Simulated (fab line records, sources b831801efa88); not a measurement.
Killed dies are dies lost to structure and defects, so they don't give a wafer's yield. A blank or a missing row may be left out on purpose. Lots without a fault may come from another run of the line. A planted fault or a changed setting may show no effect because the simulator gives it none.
Problem report in the 8D (eight disciplines) form, filled by code | flow gf180mcu | the parts of the form that need people (team, actions taken, sign-off) are left out

1. THE PROBLEM
platen_rpm at GF_V2_CMP_26 reads a mean of 54.02 rpm on 9 wafers of 3 lots; wafers without a fault read 60.00 rpm with a standard deviation of 0.037. That is -99 or more standard deviations from the usual mean.
The step: polishes, stops on SiO2, t overpolish 15 s, target thk 0 nm.
First seen on wafer L889.1, day 25 02:13, on cmp-01. The record holds 36 wafers of 12 lots with a number at this step. Rule for "out", or "out of limits": more than 4 standard deviations from the usual mean. The other wafers with a number count as sound.

2. WHAT IT IS AND WHAT IT IS NOT
question                    | is                     | is not
which readings at this step | platen_rpm             | motor_current_A, overpolish_run_s
which lots                  | L889, L891, L892       | L877, L878, L880, L881, L882, L883, L888, L894, L897
which wafers of those lots  | all that have a number | -
read on which tools         | cmp-01                 | cmp-02
when                        | from day 25 02:13      | up to then (21 sound wafers); but 6 sound wafers of L894, L897 came after

3. SUSPECTS, AND WHAT RULES EACH OUT
Counting: a tool at a process step up to the reading stays a suspect if it ran every lot that is out and no sound lot after the first of them.
- cmp-01 at GF_V2_CMP_26 (polishes, stops on SiO2, t overpolish 15 s, target thk 0 nm): kept. It ran every lot that is out, first L889 (day 25 02:13), and no sound lot after that; its last sound lot up to then is L888 (day 24 15:30). Its own readings are out on those wafers: platen_rpm.
Left after counting: cmp-01 at GF_V2_CMP_26.

4. THE CAUSE (what the simulator had put in)
Process parameter drift: cmp-01, from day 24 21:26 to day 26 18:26, at GF_V2_CMP_26. Setting platen_rpm, moved by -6, from 60. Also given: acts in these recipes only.
Counting left only this tool.

5. THE CHAIN OF EFFECTS, in route order
Each row: a reading whose mean over the struck wafers that have a number lies more than 3 standard deviations from the usual. Only readings for which the record gives a usual standard deviation are gone through. hours: the time from each lot's start at the first step in this table that gives one to its start at this step, as a median over the lots. sigmas: the change in usual standard deviations.
hours | step         | reading    | usual     | on struck wafers | change | sigmas
0     | GF_V2_CMP_26 | platen_rpm | 60.00 rpm | 54.02            | -5.98  | -99 or more
The process steps in it:
- GF_V2_CMP_26: polishes, stops on SiO2, t overpolish 15 s, target thk 0 nm.

6. WHAT WOULD HAVE CAUGHT IT SOONER
In this record the first reading out of limits was taken at day 25 02:13, 5 hours after the fault began at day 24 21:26.
